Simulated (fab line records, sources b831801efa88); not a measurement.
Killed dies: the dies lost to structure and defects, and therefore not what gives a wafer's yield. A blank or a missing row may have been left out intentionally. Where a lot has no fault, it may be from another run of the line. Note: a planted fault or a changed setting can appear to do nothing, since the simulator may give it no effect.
Chamber matching + flow sky130 + 4 sister chambers for SKY_VIA2_CMP_02 on cmp-01
The step polishes SiO2. 8 wafers are shown with their chamber, then 9 later ones without.

## WAFERS, EACH WITH ITS CHAMBER
| wafer  | chamber | motor_current_A (A) | head_pressure_psi (psi) |
|--------|---------|---------------------|-------------------------|
| L401.3 | 3       | 10.1                | 4.000                   |
| L402.3 | 3       | 10.6                | 3.982                   |
| L403.1 | 0       | 12.8                | 4.015                   |
| L403.2 | 2       | 11.3                | 4.005                   |
| L403.5 | 1       | 11.0                | 4.001                   |
| L404.1 | 0       | 11.6                | 4.005                   |
| L404.2 | 2       | 11.2                | 4.000                   |
| L404.4 | 1       | 11.1                | 4.016                   |

## WAFERS WITH NO CHAMBER GIVEN
| wafer  | motor_current_A (A) | head_pressure_psi (psi) |
|--------|---------------------|-------------------------|
| L405.1 | 11.5                | 4.015                   |
| L405.3 | 12.9                | 4.004                   |
| L405.5 | 11.7                | 4.007                   |
| L414.2 | 10.7                | 3.988                   |
| L414.3 | 9.9                 | 4.006                   |
| L414.4 | 11.0                | 3.995                   |
| L415.2 | 10.9                | 3.997                   |
| L415.3 | 13.1                | 4.003                   |
| L415.5 | 12.3                | 4.007                   |

## WHICH CHAMBER EACH ONE RAN IN
| wafer  | from the rows above          | in truth |
|--------|------------------------------|----------|
| L405.1 | can't be placed: 1 or 2 or 0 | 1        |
| L405.3 | can't be placed: 0 or 2      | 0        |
| L405.5 | can't be placed: 2 or 0 or 1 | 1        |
| L414.2 | can't be placed: 3 or 2 or 1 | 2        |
| L414.3 | can't be placed: 3 or 1 or 2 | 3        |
| L414.4 | can't be placed: 2 or 3 or 1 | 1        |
| L415.2 | can't be placed: 2 or 1 or 3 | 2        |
| L415.3 | can't be placed: 0 or 2      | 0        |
| L415.5 | can't be placed: 0 or 2      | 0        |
Correct placement for 0 of the 9. Can't be placed from these rows: 9 (the true chamber is among the candidates in 9). Wrongly placed: 0.
How it was worked out, from the rows above alone: a wafer's distance from a chamber is the root of the sum, over the readings, of the square of ((its reading less the chamber's mean) divided by the reading's scatter). If the next closest chamber is less than 2 further off than the closest, the wafer can't be placed; otherwise it belongs to the closest. The mean given for a chamber averages the wafers shown for that chamber. How the scatter is found: for the shown wafers, subtract from each reading the mean of its chamber, square and add these, divide the total by (wafers less chambers), then take the root.
